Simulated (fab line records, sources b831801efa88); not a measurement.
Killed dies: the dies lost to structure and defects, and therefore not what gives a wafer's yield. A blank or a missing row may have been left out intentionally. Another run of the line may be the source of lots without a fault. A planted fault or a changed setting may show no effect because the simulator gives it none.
A single fault, viewed from 2 desks | flow gf180mcu | each desk holds nothing but its own numbers, with what lay behind them at the end

## AT THE TOOL OWNER'S DESK: cmp-02
The tool's own readings at GF_V1_CMP_26 (polishes, stops on SiO2, t overpolish 15 s, target thk 0 nm): means of the sampled wafers that have a number, for each lot that ran on this tool. Any lot whose mean is over 4 standard deviations away from the usual mean is out of limits and marked OUT; that distance is given in the brackets.
Columns: A = motorCurrentA at GF_V1_CMP_26, usual 11.7 A; B = overpolishRunS at GF_V1_CMP_26, usual 15.000 s; C = timeToEndpointS at GF_V1_CMP_26, usual 84.3 s
lot  | first seen here | A    | B      | C
L194 | day 18 23:09    | 12.1 | 15.001 | 72.5 (-4.4) OUT
L195 | day 19 09:25    | 12.1 | 15.001 | 71.2 (-4.8) OUT
L206 | day 24 02:36    | 10.8 | 15.004 | 86.9
L207 | day 24 10:58    | 12.1 | 14.992 | 89.2
L209 | day 24 21:51    | 10.6 | 15.003 | 86.8
L214 | day 26 02:07    | 10.8 | 15.004 | 84.0
L213 | day 26 05:40    | 10.0 | 14.992 | 82.3
This desk's verdict: out of limits on L194, L195, starting with L194 at day 18 23:09 (timeToEndpointS at GF_V1_CMP_26). In limits: L206, L207, L209, L214, L213.

## THE METROLOGY DESK
Lot by lot, what the gauges showed, no matter which tool ran the lot: averages of those sampled wafers that carry a number. Any lot whose mean is over 4 standard deviations away from the usual mean is out of limits and marked OUT; that distance is given in the brackets.
Columns: A = M2_ALCU_THK at GF_M2_THK_MEAS_06, usual 445 nm
lot  | first seen here | A
L191 | day 17 22:17    | 451
L194 | day 18 23:43    | 447
L195 | day 19 09:58    | 443
L196 | day 19 21:43    | 444
L198 | day 21 03:43    | 446
L205 | day 23 18:59    | 446
L206 | day 24 03:13    | 443
L207 | day 24 11:36    | 443
L209 | day 24 22:30    | 445
L210 | day 25 06:26    | 448
L212 | day 25 16:53    | 447
L214 | day 26 02:40    | 448
L213 | day 26 06:19    | 448
This desk's finding: nothing out of limits on any of the 13 lots.

## ALL TOGETHER
The tool owner's desk could have raised an alarm at day 18 23:09, on L194, L195.
Metrology desk: nothing out of limits seen.
The metrology desk holds a record of L194, L195, inside its limits.
GF_V1_CMP_26 was run on cmp-02 by each of the lots named.

## WHAT HAD BEEN PUT IN BY THE SIMULATOR
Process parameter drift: cmp-02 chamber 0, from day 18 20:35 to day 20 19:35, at GF_V1_CMP_26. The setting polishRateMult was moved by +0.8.
Shown lots that were struck: L194, L195.
Hours from the fault's start to each desk's first reading out of limits: the tool owner's desk, 3.
